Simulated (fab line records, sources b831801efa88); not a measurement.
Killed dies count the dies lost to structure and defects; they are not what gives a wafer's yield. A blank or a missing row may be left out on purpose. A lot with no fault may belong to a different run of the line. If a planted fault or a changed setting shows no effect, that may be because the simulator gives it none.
fab line records | flow sky130
[record] lots = 7 wafers = 21 last_day = 49
route steps=708 shown METAL4@622 PAD_OPEN@708
lots with no fault: from the same line, run without faults
start_h: the number of hours between the record's first day and the start of the first shown wafer of the lot | wait_h: hours from the lot's prior step to this one | " as in the row above | L1.1+2: one row covering several wafers at once | - no value present, or no start provided | * or withheld: withheld | < > ~ a bound
route shown NAME@n: a module of which the file shows steps, and the number in the route of the first | usual: average and standard deviation across the fault-free wafers | same: alike in all rows | chamber/n: place in a boat | sites: readings site by site | _std_site: their standard deviation | _edge_site: the outer-site mean with the inner-site mean subtracted | radius_mm: how far each site lies from the wafer's centre | mask NAME#n: copy n | behind: the tool/chamber that last shaped the wafer | hold: cause of the lot's hold/its duration in hours/its outcome | device: whichever transistor did not switch (one of n, p or np) | end of line: the tests these same wafers got at the end of their route | a step without rows: its recipe alone | killed: dies lost to structure and defects at the first sort, not the wafer's yield | map: a wafer's dies, marking killed ones x, the rest . and places with no die _
set.NAME: the run value of the setting; set.NAME@STEP: its run value at that earlier step | model.NAME: the simulator's own value behind a step, which no gauge read
a table for each step, a row for each wafer; lots at some steps of the route
services: the hour from which a tool's chamber was out of use, counted from the record's first day as start_h (under 0 if before that day), plus the number of hours and why
[[steps]]
[step SKY_METAL4_HMDS_06]
[recipe] prime_time_s = 60 prime_temp_c = 120
[step SKY_METAL4_COAT_07]
[recipe] resist = BARC temp_c = withheld time_s = withheld spin_rpm = 3000 resist_thk_nm = 60
[step SKY_METAL4_COAT_08]
[recipe] resist = KrF-thick spin_rpm = 3000 resist_thk_nm = 1140
[step SKY_METAL4_SOFTBAKE_09]
[recipe] temp_c = 100 time_s = 90 resist = KrF-thick
[step SKY_METAL4_EXPOSE_10]
[recipe] mask_id = MM4 na = 0.68 source_shape = annular sigma_inner = 0.4 sigma_outer = 0.8 target_cd_nm = 300 dose_mj = 28
[step SKY_METAL4_PEB_11]
[recipe] peb_temp_c = withheld peb_time_s = withheld resist = KrF-thick
[step SKY_METAL4_DEVELOP_12]
[recipe] develop_time_s = 60 resist = KrF-thick dev_temp_c = 21
[step SKY_METAL4_CD_MEAS_13]
[recipe] target_cd_nm = 300
[usual] cd_nm = 299.1/1.5
// columns lot.wafer tool chamber start_h wait_h cd_nm
L891.1 cd_sem-02 - 1016.93 - 300.3
L891.5 " - " " 300.1
L891.6 " - " " 300.3
L897.2 cd_sem-02 - 1052.52 - 302.8
L897.3 " - " " 303.2
L897.5 " - " " 302.4
L901.2 cd_sem-01 - 1075.44 - 296.6
L901.3 " - " " 298.3
L901.5 " - " " 299.0
L902.2 cd_sem-02 - 1083.79 - 299.3
L902.4 " - " " 299.4
L902.5 " - " " 299.6
L903.1 cd_sem-01 - 1085.98 - 300.1
L903.3 " - " " 299.8
L903.6 " - " " 299.8
L904.3 cd_sem-01 - 1091.79 - 299.0
L904.5 " - " " 297.9
L904.6 " - " " 298.4
L907.1 cd_sem-02 - 1108.75 - 298.9
L907.3 " - " " 299.3
L907.4 " - " " 297.1
[step SKY_METAL4_OVL_MEAS_14]
[usual] METAL4_OVL = -1/6
// columns lot.wafer tool chamber start_h wait_h METAL4_OVL[nm]
L891.1 overlay-02 - 1017.05 0.1 -9
L891.5 " - " " -7
L891.6 " - " " -8
L897.2 overlay-01 - 1052.62 0.1 -1
L897.3 " - " " -7
L897.5 " - " " -5
L901.2 overlay-02 - 1075.54 0.1 -1
L901.3 " - " " 1
L901.5 " - " " -4
L902.2 overlay-02 - 1083.89 0.1 -2
L902.4 " - " " -5
L902.5 " - " " 0
L903.1 overlay-01 - 1086.10 0.1 5
L903.3 " - " " 2
L903.6 " - " " 16
L904.3 overlay-02 - 1091.88 0.1 2
L904.5 " - " " -3
L904.6 " - " " 1
L907.1 overlay-02 - 1108.87 0.1 -8
L907.3 " - " " -8
L907.4 " - " " -4
[step SKY_METAL4_DESCUM_15]
[recipe] chemistry = O2 source_power_w = 150 bias_power_w = 0 pressure_mtorr = 10 temp_c = 40 time_s = 8
[usual] drypump_motor_current_A = 5.6/0.41 oes_product_au = 0.998/0.0061
// columns lot.wafer tool chamber start_h wait_h drypump_motor_current_A oes_product_au rf_hours_counter_h
L891.1 rie_metal-01 1 1017.09 0.0 6.1 0.993 19
L891.5 " 0 " " 5.9 1.002 -
L891.6 " 1 " " 6.1 0.990 -
L897.2 rie_metal-04 1 1052.65 0.0 5.1 0.995 12
L897.3 " 0 " " 5.6 1.005 -
L897.5 " 0 " " 5.6 1.000 -
L901.2 rie_metal-03 1 1075.57 0.0 6.2 0.996 11
L901.3 " 0 " " 5.4 0.995 -
L901.5 " 0 " " 5.4 0.989 -
L902.2 rie_metal-04 1 1083.92 0.0 5.0 1.009 15
L902.4 " 1 " " 5.1 1.000 -
L902.5 " 0 " " 5.6 1.005 -
L903.1 rie_metal-04 1 1086.14 0.0 5.1 0.991 15
L903.3 " 1 " " 5.1 0.994 -
L903.6 " 1 " " 5.1 0.993 -
L904.3 rie_metal-03 1 1091.91 0.0 6.2 0.993 -
L904.5 " 1 " " 6.2 1.003 -
L904.6 " 0 " " 5.4 1.002 -
L907.1 rie_metal-04 1 1108.90 0.0 5.0 0.997 16
L907.3 " 0 " " 5.6 1.006 -
L907.4 " 1 " " 5.0 0.992 -
[step SKY_METAL4_ETCH_16]
[recipe] chemistry = N2/H2 target = BARC ion_energy_ev = 200 bias_w = 100 pressure_mtorr = 30 n2_flow_sccm = 100 h2_flow_sccm = 200 icp_w = 500 stop_on = SiO2 time_s = 88.2 target_depth_a = 600
[usual] drypump_motor_current_A = 5.6/0.41 oes_product_au = 0.626/0.0042 run_length_s = 116.7/0.78 throttle_valve_pct = 13.206/0.0092
// columns lot.wafer tool chamber start_h wait_h drypump_motor_current_A oes_product_au rf_hours_counter_h run_length_s throttle_valve_pct
L891.1 rie_metal-01 1 1017.13 0.0 6.1 0.629 19 120.3 13.220
L891.5 " 0 " " 5.9 0.625 - 118.9 13.194
L891.6 " 1 " " 6.1 0.629 - 120.2 13.203
L897.2 rie_metal-04 1 1052.68 0.0 5.1 0.627 12 116.4 13.227
L897.3 " 0 " " 5.6 0.631 - 116.0 13.210
L897.5 " 0 " " 5.6 0.621 - 116.1 13.225
L901.2 rie_metal-03 1 1075.60 0.0 6.2 0.627 11 117.2 13.196
L901.3 " 0 " " 5.4 0.626 - 116.7 13.212
L901.5 " 0 " " 5.4 0.623 - 116.7 13.197
L902.2 rie_metal-04 1 1083.95 0.0 5.1 0.629 15 116.3 13.213
L902.4 " 1 " " 5.1 0.631 - 116.3 13.199
L902.5 " 0 " " 5.6 0.636 - 116.4 13.201
L903.1 rie_metal-04 1 1086.17 0.0 5.1 0.629 15 116.4 13.205
L903.3 " 1 " " 5.1 0.629 - 116.5 13.204
L903.6 " 1 " " 5.1 0.630 - 117.1 13.193
L904.3 rie_metal-03 1 1091.97 0.0 6.2 0.625 - 117.2 13.206
L904.5 " 1 " " 6.2 0.621 - 117.1 13.196
L904.6 " 0 " " 5.4 0.629 - 116.6 13.205
L907.1 rie_metal-04 1 1108.93 0.0 5.1 0.622 16 116.3 13.208
L907.3 " 0 " " 5.6 0.618 - 115.9 13.200
L907.4 " 1 " " 5.1 0.621 - 116.5 13.211
[step SKY_METAL4_ETCH_17]
[recipe] target = SiO2 stop_on = TiN chemistry = C4F8/O2/Ar source_w = 1500 bias_w = 1200 pressure_mtorr = 40 c4f8_flow_sccm = withheld O2_flow_sccm = 6 Ar_flow_sccm = 300 time_s = 3.9 target_depth_a = 150
[usual] oes_product_au = 0.754/0.0064
// columns lot.wafer tool chamber start_h wait_h oes_product_au rf_hours_counter_h
L891.1 rie_diel-01 1 1017.26 0.1 0.752 14
L891.5 " 3 " " 0.772 -
L891.6 " 0 " " 0.764 -
L897.2 rie_diel-02 0 1052.78 0.1 0.752 10
L897.3 " 3 " " 0.743 19
L897.5 " 0 " " 0.758 -
L901.2 rie_diel-01 3 1075.70 0.1 0.758 20
L901.3 " 2 " " 0.758 20
L901.5 " 2 " " 0.760 -
L902.2 rie_diel-04 2 1084.05 0.1 0.745 21
L902.4 " 1 " " 0.768 18
L902.5 " 2 " " 0.747 -
L903.1 rie_diel-04 1 1086.27 0.1 0.747 18
L903.3 " 3 " " 0.743 2
L903.6 " 1 " " 0.750 -
L904.3 rie_diel-02 3 1092.03 0.0 0.745 20
L904.5 " 1 " " 0.755 -
L904.6 " 2 " " 0.753 -
L907.1 rie_diel-04 2 1109.03 0.1 0.755 22
L907.3 " 0 " " 0.757 9
L907.4 " 1 " " 0.752 19
[step SKY_METAL4_METAL_ETCH_18]
[recipe] target_depth_a = 8450 stop_on = SiO2 over_etch_frac = 0.3 time_s = 183.1 chemistry = Cl2/BCl3 resist_sidewall_deg = 88 pressure_mtorr = 10 icp_w = 900 bias_w = 48.5 Cl2_flow_sccm = 60 bcl3_flow_sccm = 30
[usual] drypump_motor_current_A = 5.8/0.37 oes_product_au = 0.866/0.006 run_length_s = 211.5/0.69 throttle_valve_pct = 22.264/0.0088
// columns lot.wafer tool chamber start_h wait_h drypump_motor_current_A oes_product_au rf_hours_counter_h run_length_s throttle_valve_pct model.KrF-thick_of_METAL4_COAT_08.thk_nm model.METAL4.cd_nm model.SiO2_of_VIA3_HDPCVD_00.thk_nm
L891.1 rie_metal-04 0 1017.28 0.0 5.6 0.863 13 211.3 22.263 525.4 298.7 435
L891.5 " 1 " " 5.0 0.868 - 211.9 22.277 520.9 304.7 435.8
L891.6 " 0 " " 5.5 0.868 - 211.3 22.259 529.7 299.2 435.5
L897.2 rie_metal-01 1 1052.80 0.0 6.1 0.862 22 212.9 22.273 520.6 303.6 434.6
L897.3 " 0 " " 5.9 0.855 - 210.5 22.260 523.2 303.2 433.9
L897.5 " 0 " " 5.9 0.869 - 210.7 22.268 516.3 301.4 433.8
L901.2 rie_metal-04 0 1075.72 0.0 5.6 0.875 18 210.8 22.259 526.1 291.4 436.2
L901.3 " 0 " " 5.6 0.873 - 210.9 22.273 528.2 291.3 437
L901.5 " 1 " " 5.1 0.872 - 211.6 22.263 529.2 299.2 436.2
L902.2 rie_metal-01 0 1084.07 0.0 5.9 0.877 19 210.5 22.265 525.4 297.9 435.1
L902.4 " 1 " " 6.1 0.993 - 184.3 22.251 617.2 308.8 438.3
L902.5 " 1 " " 6.1 0.873 - 212.3 22.277 533.4 300.8 435.8
L903.1 rie_metal-01 1 1086.29 0.0 6.1 0.873 24 212.5 22.264 539.9 301.5 436.4
L903.3 " 0 " " 5.9 0.995 - 182.9 22.277 612.3 309.1 439.7
L903.6 " 0 " " 5.9 0.871 - 210.6 22.279 519.6 299.5 434.4
L904.3 rie_metal-01 0 1092.11 0.1 5.9 0.993 - 182.8 22.271 610.5 306.9 439.8
L904.5 " 1 " " 6.1 0.866 - 212.0 22.272 528.6 300.6 435.5
L904.6 " 0 " " 5.9 0.865 - 210.8 22.265 524.7 297.9 435
L907.1 rie_metal-03 1 1109.05 0.0 6.2 0.861 13 212.3 22.273 536.3 299 435.8
L907.3 " 0 " " 5.4 0.860 - 211.2 22.257 532.5 298.3 434.4
L907.4 " 1 " " 6.2 0.863 - 212.6 22.279 533.8 298 435.8
[step SKY_METAL4_STRIP_19]
[recipe] chemistry = O2/N2 power_w = 1400 pressure_mtorr = 1500 platen_temp_c = withheld o2_flow_sccm = 3000 n2_flow_sccm = 300 overash_fraction = 0.5
[usual] drypump_motor_current_A = 5.7/0.35 oes_product_au = 0.502/0.0051 strip_time_to_endpoint_s = 6.55/0.058
// columns lot.wafer tool chamber start_h wait_h drypump_motor_current_A oes_product_au rf_hours_counter_h strip_time_to_endpoint_s
L891.1 plasma_asher-04 1 1017.46 0.1 5.7 0.497 28 6.52
L891.5 " 0 " " 5.3 0.502 - 6.49
L891.6 " 1 " " 5.7 0.492 - 6.57
L897.2 plasma_asher-04 0 1052.98 0.1 5.3 0.498 31 6.47
L897.3 " 1 " " 5.7 0.498 - 6.49
L897.5 " 0 " " 5.3 0.499 - 6.44
L901.2 plasma_asher-01 1 1075.90 0.1 5.7 0.500 95 6.53
L901.3 " 1 " " 5.7 0.502 - 6.55
L901.5 " 0 " " 5.8 0.499 - 6.55
L902.2 plasma_asher-02 0 1084.25 0.1 6.4 0.502 66 6.51
L902.4 " 1 " " 5.2 0.532 - 7.44
L902.5 " 0 " " 6.4 0.500 - 6.60
L903.1 plasma_asher-02 0 1086.46 0.1 6.4 0.510 66 6.66
L903.3 " 0 " " 6.4 0.539 - 7.38
L903.6 " 1 " " 5.2 0.504 - 6.47
L904.3 plasma_asher-04 1 1092.26 0.1 5.7 0.536 - 7.36
L904.5 " 0 " " 5.3 0.495 - 6.54
L904.6 " 1 " " 5.6 0.504 - 6.51
L907.1 plasma_asher-01 0 1109.23 0.1 5.8 0.506 98 6.62
L907.3 " 1 " " 5.7 0.507 - 6.60
L907.4 " 0 " " 5.8 0.504 - 6.60
[step SKY_METAL4_STRIP_20]
[recipe] chemistry = post_etch_residue_remover time_s = 1200 temp_c = 72.5
[step SKY_PAD_OPEN_PROBE_99]
// columns lot.wafer tool chamber start_h wait_h model.etest.met4.width_nm model.etest.met4_comb.leak_log10_a_um model.etest.met4.line_ohm_um
L891.1 prober-01 - 1110.73 0.1 297.5 -12.23 0.1404
L891.5 prober-01 - 1110.93 0.2 304.7 -12 0.1384
L891.6 prober-01 - 1110.98 0.2 300.7 -11.76 0.1404
L897.2 prober-01 - 1142.70 0.1 303 -11.91 0.1419
L897.3 prober-01 - 1142.75 0.2 303.6 -11.93 0.143
L897.5 prober-01 - 1142.85 0.2 300.4 -11.93 0.1416
L901.2 prober-01 - 1162.19 0.1 293.2 -11.92 0.1457
L901.3 prober-01 - 1162.24 0.2 289.4 -11.97 0.1463
L901.5 prober-01 - 1162.34 0.2 296.9 -12.15 0.1406
L902.2 prober-02 - 1167.38 0.1 294.8 -12.01 0.1416
L902.4 prober-02 - 1167.48 0.2 310.6 -9.827 0.1356
L902.5 prober-02 - 1167.53 0.2 300.3 -11.89 0.1393
L903.1 prober-01 - 1168.58 0.1 300.3 -11.95 0.1406
L903.3 prober-01 - 1168.68 0.2 307.4 -11.01 0.1363
L903.6 prober-01 - 1168.83 0.2 300.3 -12.05 0.1394
L904.3 prober-02 - 1174.48 0.2 308.9 -11.93 0.1391
L904.5 prober-02 - 1174.58 0.2 307.5 -12.09 0.1385
L904.6 prober-02 - 1174.63 0.2 296.4 -12.25 0.1432
L907.1 prober-01 - 1186.84 0.1 302.9 -11.98 0.1415
L907.3 prober-01 - 1186.94 0.2 297.6 -12.13 0.1431
L907.4 prober-01 - 1186.99 0.2 302.4 -12.07 0.1413
// killed by level:class
L891.1 VIA1:geometric_particle:open=15 CONTACT:geometric_particle:open=8 POLY_GATE:geometric_particle:open=7 VIA2:geometric_particle:open=6 VIA1:geometric_particle:short=5 METAL2:geometric_particle:short=5 FIELD_ISO:geometric_particle:short=4 LI_CONTACT:geometric_particle:open=4
L891.5 LI_CONTACT:geometric_particle:open=9 METAL1:geometric_particle:short=9 METAL2:geometric_particle:short=7 VIA1:geometric_particle:short=6 LOCAL_INTERCONNECT:geometric_particle:short=6 VIA1:geometric_particle:open=6 VIA2:geometric_particle:short=6 CONTACT:geometric_particle:open=5
L891.6 LI_CONTACT:geometric_particle:open=9 VIA1:geometric_particle:open=8 VIA3:geometric_particle:open=7 METAL1:geometric_particle:short=6 METAL2:geometric_particle:short=6 VIA2:geometric_particle:short=6 POLY_GATE:geometric_particle:open=5 CONTACT:geometric_particle:short=4
L897.2 VIA1:geometric_particle:open=12 LI_CONTACT:geometric_particle:open=9 VIA2:geometric_particle:open=9 VIA3:geometric_particle:open=7 POLY_GATE:geometric_particle:open=6 CONTACT:geometric_particle:open=5 VIA2:geometric_particle:short=5 VIA3:geometric_particle:short=5
L897.3 VIA1:geometric_particle:open=10 VIA1:geometric_particle:short=10 METAL2:geometric_particle:short=9 LOCAL_INTERCONNECT:geometric_particle:short=7 POLY_GATE:geometric_particle:short=4 VIA3:geometric_particle:open=4 POLY_GATE:geometric_particle:open=3 VIA2:geometric_particle:open=3
L897.5 CONTACT:geometric_particle:open=11 VIA1:geometric_particle:open=11 METAL1:geometric_particle:open=6 POLY_GATE:geometric_particle:open=6 METAL2:geometric_particle:short=6 METAL4:geometric_particle:short=6 VIA1:geometric_particle:short=5 VIA3:geometric_particle:open=4
L901.2 POLY_GATE:geometric_particle:short=8 CONTACT:geometric_particle:open=7 VIA3:geometric_particle:open=7 LI_CONTACT:geometric_particle:open=6 CONTACT:geometric_particle:short=6 FIELD_ISO:geometric_particle:short=5 VIA1:geometric_particle:open=5 METAL2:geometric_particle:short=4
L901.3 VIA1:geometric_particle:open=10 VIA3:geometric_particle:open=9 CONTACT:geometric_particle:open=7 LI_CONTACT:geometric_particle:open=6 CONTACT:geometric_particle:short=5 LOCAL_INTERCONNECT:geometric_particle:short=4 METAL2:geometric_particle:short=4 VIA2:geometric_particle:open=4
L901.5 VIA1:geometric_particle:open=10 CONTACT:geometric_particle:open=10 POLY_GATE:geometric_particle:short=8 VIA2:geometric_particle:open=7 LI_CONTACT:geometric_particle:open=6 METAL4:geometric_particle:short=5 VIA3:geometric_particle:open=5 LOCAL_INTERCONNECT:geometric_particle:short=4
L904.3 VIA1:geometric_particle:open=7 VIA2:geometric_particle:open=7 FIELD_ISO:geometric_particle:open=6 METAL1:geometric_particle:short=6 VIA3:geometric_particle:open=6 CONTACT:geometric_particle:open=5 METAL2:geometric_particle:short=5 LI_CONTACT:geometric_particle:short=4
L904.5 VIA1:geometric_particle:open=8 METAL4:geometric_particle:short=6 CONTACT:geometric_particle:open=6 VIA3:geometric_particle:open=6 VIA2:geometric_particle:open=5 METAL2:geometric_particle:short=4 SPACER:geometric_particle:open=4 SPACER:geometric_particle:short=4
L904.6 CONTACT:geometric_particle:open=13 VIA1:geometric_particle:open=9 VIA2:geometric_particle:open=8 LI_CONTACT:geometric_particle:open=7 VIA3:geometric_particle:open=6 METAL1:geometric_particle:short=5 VIA1:geometric_particle:short=5 CONTACT:geometric_particle:short=4
L907.1 VIA1:geometric_particle:open=14 CONTACT:geometric_particle:short=10 POLY_GATE:geometric_particle:short=6 CONTACT:geometric_particle:open=6 VIA2:geometric_particle:open=5 POLY_GATE:geometric_particle:open=4 LI_CONTACT:geometric_particle:open=4 LOCAL_INTERCONNECT:geometric_particle:short=4
L907.3 VIA1:geometric_particle:open=14 CONTACT:geometric_particle:open=8 LOCAL_INTERCONNECT:geometric_particle:short=7 VIA1:geometric_particle:short=6 METAL4:geometric_particle:short=5 FIELD_ISO:geometric_particle:short=4 FIELD_ISO:geometric_particle:open=4 VIA2:geometric_particle:open=4
L907.4 VIA1:geometric_particle:open=10 POLY_GATE:geometric_particle:short=9 METAL2:geometric_particle:short=8 CONTACT:geometric_particle:open=7 LI_CONTACT:geometric_particle:open=6 LOCAL_INTERCONNECT:geometric_particle:short=5 VIA1:geometric_particle:short=5 VIA2:geometric_particle:open=5
[[services]]
// columns tool chamber start_h hours kind
rie_metal-03 - 1025.77 2.8 pm
rie_metal-03 - 1030.18 14.6 pm
rie_diel-02 2 1042.07 14.4 repair
rie_metal-01 - 1055.58 0.8 repair
plasma_asher-01 - 1056.06 0.4 repair
rie_diel-01 3 1059.85 4.8 repair
rie_diel-04 3 1070.92 5.0 repair
rie_metal-03 - 1081.79 5.9 repair
rie_diel-04 - 1098.04 0.7 repair
rie_metal-01 - 1104.86 2.8 pm
[[key]]
[first_sign] step = SKY_METAL4_METAL_ETCH_18 reading = run_length_s direction = down sigmas = 41 usual = * struck = *
[effect] step = SKY_METAL4_METAL_ETCH_18 reading = oes_product_au direction = up sigmas = 21 usual = 0.866 struck = 0.994
[effect] step = SKY_METAL4_STRIP_19 reading = strip_time_to_endpoint_s direction = up sigmas = 15 usual = * struck = *
[model_effect] step = SKY_METAL4_METAL_ETCH_18 value = KrF-thick_of_METAL4_COAT_08.thk_nm without = 530.4 struck = 613.4
[model_effect] step = SKY_PAD_OPEN_PROBE_99 value = etest.met4.width_nm without = 299.9 struck = 308.9
met_at SKY_METAL4_METAL_ETCH_18
struck_wafers L902.4,L903.3,L904.3
sort_left_out L902.4,L903.3
onset_between 1052.80 1084.07
[fault] kind = process_parameter_drift tool = rie_metal-01 chamber = - onset_h = 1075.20 steps = SKY_METAL4_METAL_ETCH_18 channel = time_s offset = * shape = step end_h = 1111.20 scope = struck_wafers_only acts_in = * stated = *
// sort_left_out: the simulated sort isn't trusted on such a fault, so these wafers' sort isn't shown, and their yield isn't known
